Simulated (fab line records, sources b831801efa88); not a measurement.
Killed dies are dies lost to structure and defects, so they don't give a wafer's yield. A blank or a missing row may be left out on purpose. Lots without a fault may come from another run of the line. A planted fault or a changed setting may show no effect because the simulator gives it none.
Problem report in the 8D (eight disciplines) form, filled by code | flow gf180mcu | the parts of the form that need people (team, actions taken, sign-off) are left out

1. THE PROBLEM
V4_CVD_00_THK at GF_V4_THK_MEAS_01 reads a mean of 894 nm on 2 wafers of 2 lots; wafers without a fault read 600 nm with a standard deviation of 7.3. That is +40 standard deviations from the usual mean.
First seen on wafer L322.5, day 27 06:38, on film_metro-02. The record holds 36 wafers of 12 lots with a number at this step. Rule for "out", or "out of limits": more than 4 standard deviations from the usual mean. The other wafers with a number count as sound.

2. WHAT IT IS AND WHAT IT IS NOT
question                    | is                           | is not
which readings at this step | V4_CVD_00_THK                | -
which lots                  | L322, L325                   | L311, L312, L313, L316, L319, L320, L323, L331, L333, L334
which wafers of those lots  | L322.5, L325.4               | L322.2, L322.6, L325.1, L325.6
read on which gauges        | film_metro-02, film_metro-04 | film_metro-01
when                        | from day 27 06:38            | up to then (20 sound wafers); but 14 sound wafers of L323, L325, L331, L333, L334 came after

3. SUSPECTS, AND WHAT RULES EACH OUT
Counting: a tool at a process step up to the reading stays a suspect if it ran every lot that is out. Sound lots after the first of them don't rule it out here, since some wafers of a struck lot are sound.
- the gauge at GF_V4_THK_MEAS_01: ruled out. The wafers that are out were read on 2 gauges (film_metro-02, film_metro-04).
- hdpcvd-02 at GF_V4_CVD_00 (deposits SiO2, target thk 600 nm, time 100 s): kept. It ran every lot that is out, first L322 (day 27 06:34); its last sound lot up to then is L320 (day 26 14:31). Its own readings are out on those wafers: sih4_flow_sccm.
- Within hdpcvd-02 at GF_V4_CVD_00: the wafers that are out ran in chamber 0; their sound lot-mates ran in chambers 1, 2.
Left after counting: hdpcvd-02 at GF_V4_CVD_00.

4. THE CAUSE (what the simulator had put in)
Process parameter drift: hdpcvd-02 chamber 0, from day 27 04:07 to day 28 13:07, at GF_V4_CVD_00. Setting sih4_flow_sccm, moved by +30, from 60. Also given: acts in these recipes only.
Counting left only this tool.

5. THE CHAIN OF EFFECTS, in route order
Each row: a reading whose mean over the struck wafers that have a number lies more than 3 standard deviations from the usual. Only readings for which the record gives a usual standard deviation are gone through. hours: the time from each lot's start at the first step in this table that gives one to its start at this step, as a median over the lots. sigmas: the change in usual standard deviations.
hours | step              | reading        | usual      | on struck wafers | change | sigmas
0     | GF_V4_CVD_00      | sih4_flow_sccm | 60.04 sccm | 90.08            | +30.04 | +99 or more
0     | GF_V4_THK_MEAS_01 | V4_CVD_00_THK  | 600 nm     | 894              | +294   | +40
The process steps in it:
- GF_V4_CVD_00: deposits SiO2, target thk 600 nm, time 100 s.

6. WHAT WOULD HAVE CAUGHT IT SOONER
In this record the first reading out of limits at a measuring or inspecting step was taken at day 27 06:38, 3 hours after the fault began at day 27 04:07.
The tool's own readings at GF_V4_CVD_00 were out on every struck wafer that the step has a row for (sih4_flow_sccm): an alarm limit on them would have fired on the first of those.
Of the lots that are out (2), L325 began GF_V4_CVD_00 on hdpcvd-02 after day 27 06:38. A hold on the tool at that time would have spared it.
